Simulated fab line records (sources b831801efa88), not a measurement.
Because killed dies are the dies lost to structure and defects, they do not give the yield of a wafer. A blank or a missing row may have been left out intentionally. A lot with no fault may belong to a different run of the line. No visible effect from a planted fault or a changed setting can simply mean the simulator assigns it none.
What tool caused it? || flow gf180mcu || Sampling: 7 lots, 21 wafers, 2 of 602 route steps

WHAT EACH GAUGE READ, for each wafer
GF_NSD_OVL_MEAS_08.
{"lot": "L670", "measured": "day 13 13:02", "on": "overlay-01", "NSD_OVL (nm)": "1.1 0.5 1.9"}
{"lot": "L673", "measured": "day 14 14:29", "on": "overlay-02", "NSD_OVL (nm)": "0.1 -0.1 1.4"}
{"lot": "L675", "measured": "day 15 12:29", "on": "overlay-02", "NSD_OVL (nm)": "0.4 -1.4 0.4"}
{"lot": "L684", "measured": "day 18 15:41", "on": "overlay-01", "NSD_OVL (nm)": "0.3 0.2 2.0"}
{"lot": "L686", "measured": "day 18 22:08", "on": "overlay-01", "NSD_OVL (nm)": "-139.5 -141.5 -141.5"}
{"lot": "L689", "measured": "day 19 20:17", "on": "overlay-02", "NSD_OVL (nm)": "-0.1 -0.1 -0.9"}
{"lot": "L691", "measured": "day 20 17:52", "on": "overlay-01", "NSD_OVL (nm)": "0.8 1.8 -0.6"}

WHAT TOOL EACH LOT RAN ON (gives the tool, then ch and the chambers of the sampled wafers, and finally the start)
{"lot": "L670", "GF_NSD_EXPOSE_04": "iline stepper-01 ch 0, day 13 03:11"}
{"lot": "L673", "GF_NSD_EXPOSE_04": "iline stepper-01 ch 0, day 14 04:37"}
{"lot": "L675", "GF_NSD_EXPOSE_04": "iline stepper-01 ch 0, day 15 02:14"}
{"lot": "L684", "GF_NSD_EXPOSE_04": "iline stepper-02 ch 0, day 18 04:34"}
{"lot": "L686", "GF_NSD_EXPOSE_04": "iline stepper-01 ch 0, day 18 10:53"}
{"lot": "L689", "GF_NSD_EXPOSE_04": "iline stepper-02 ch 0, day 19 08:48"}
{"lot": "L691", "GF_NSD_EXPOSE_04": "iline stepper-02 ch 0, day 20 06:33"}
- GF_NSD_EXPOSE_04: exposes mask Nplus, target cd 400 nm.

THE ANSWER, worked out from the rows above alone
Rule: usual is defined by the lots themselves. The widest of any qualifying gaps counts: lots, ordered by their means at a reading, are off when they make up no more than a third of the lots, leave a main group of 4 or more, and stand apart from it by 3 or more times the standard deviation of that group's means. A main group is skipped when, at the precision printed for the reading in the tables above, its means are all equal. A lot without any number at a reading at which 4 lots or more have one is off too. Where the step has rows for the other lots, those lots are counted as sound.
Off: L686, seen at GF_NSD_OVL_MEAS_08 (NSD_OVL). The main group has a mean of 0.4 nm with a standard deviation of 0.55.
A tool fits if, at a process step before that reading, it ran every lot that is off, and no sound lot after the first of them. Those tools and the gauges at GF_NSD_OVL_MEAS_08 are tried in the same way. One fits: GF_NSD_EXPOSE_04 on iline stepper-01. Its last sound lot is L675 (day 15 02:14), its first lot that is off L686 (day 18 10:53): a fault that began between those two fits.

WHAT THE SIMULATOR HAD PUT IN
Scanner matching overlay: iline stepper-01, from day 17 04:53 on, at GF_NSD_EXPOSE_04. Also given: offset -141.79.
Lots struck among those shown: L686. The rule above found the same.
